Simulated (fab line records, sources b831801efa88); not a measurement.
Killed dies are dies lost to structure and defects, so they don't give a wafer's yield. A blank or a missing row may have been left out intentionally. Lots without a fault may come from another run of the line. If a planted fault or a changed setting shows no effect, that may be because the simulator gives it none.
Problem report in the 8D (eight disciplines) form, filled by code || flow sky130 || the parts of the form that need people (team, actions taken, sign-off) are left out

== 1. THE PROBLEM ==
Wafers free of any fault read 188.2 (standard deviation 1.9) for VT_ADJUST_LVTN_2_TW at SKY_VT_ADJUST_LVTN_TW_MEAS_21, against a mean of 30.2 on 6 wafers of 2 lots. That puts it -83 standard deviations away from the usual mean.
First seen on wafer L130.2, day 13 05:12, on film-metro-02. Wafers with a number at this step in the record: 42, from 14 lots. By rule, "out" or "out of limits" means more than 4 standard deviations away from the usual mean. All remaining wafers that have a number are taken as sound.

== 2. WHAT IT IS; WHAT IT IS NOT ==
{"question": "which readings at this step", "is": "VT_ADJUST_LVTN_2_TW", "is not": "-"}
{"question": "which lots", "is": "L130, L131", "is not": "L112, L114, L115, L117, L118, L119, L122, L123, L125, L132, L133, L134"}
{"question": "which wafers of those lots", "is": "all that have a number", "is not": "-"}
{"question": "read on which gauges", "is": "film-metro-01, film-metro-02", "is not": "film-metro-04"}
{"question": "when", "is": "from day 13 05:12", "is not": "up to then (27 sound wafers); but 9 sound wafers of L132, L133, L134 came after"}

== 3. THE SUSPECTS, EACH WITH WHAT RULES IT OUT ==
Counting: a tool stays on the suspect list if, at a process step up to the reading, it processed all lots that are out and no sound lot following the first of them.
- the gauge at SKY_VT_ADJUST_LVTN_TW_MEAS_21: ruled out. Those wafers that are out were read across 2 gauges (film-metro-01, film-metro-02).
- litho-track-02 at SKY_VT_ADJUST_LVTN_DEVELOP_17 (develop time 60 s): kept. All lots that are out passed through it, beginning with L130 at day 13 04:46, and no sound lot followed; its final sound lot before that point was L123 at day 10 16:26.
After counting, what remains is litho-track-02 at SKY_VT_ADJUST_LVTN_DEVELOP_17.

== 4. THE CAUSE (what the simulator had put in) ==
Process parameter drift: litho-track-02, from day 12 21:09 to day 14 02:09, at SKY_VT_ADJUST_LVTN_DEVELOP_17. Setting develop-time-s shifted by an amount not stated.
After counting, this tool was the only one left.

== 5. THE EFFECT CHAIN, in route order ==
Each row: a reading whose mean over the struck wafers that have a number lies more than 3 standard deviations from the usual. Scope: only readings with a usual standard deviation given in the record; hours: median across lots of the time from each lot's start at the first step in this table that gives one to its start at this step; sigmas: change in usual standard deviations.
{"hours": 0, "step": "SKY_VT_ADJUST_LVTN_TW_MEAS_21", "reading": "VT_ADJUST_LVTN_2_TW", "usual": 188.2, "on struck wafers": 30.2, "change": -158.0, "sigmas": -83}
Readings that are blank on the struck wafers while sound wafers have them: VT_ADJUST_LVTN_01_OVL at SKY_VT_ADJUST_LVTN_OVL_MEAS_18.

== 6. WHAT WOULD HAVE CAUGHT IT SOONER ==
Counted from the fault's start at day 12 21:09, it took 8 hours until the first out-of-limits reading at a measuring or inspecting step in this record, taken at day 13 05:12.
Between SKY_VT_ADJUST_LVTN_DEVELOP_17 and SKY_VT_ADJUST_LVTN_TW_MEAS_21, SKY_VT_ADJUST_LVTN_OVL_MEAS_18 gave no VT_ADJUST_LVTN_01_OVL on the struck wafers, where sound wafers have one: a measuring or inspecting step that comes back empty is itself a sign.
Among the 2 lots that are out, L131 began SKY_VT_ADJUST_LVTN_DEVELOP_17 on litho-track-02 after day 13 05:12. Had the tool been put on hold then, it would have been spared.
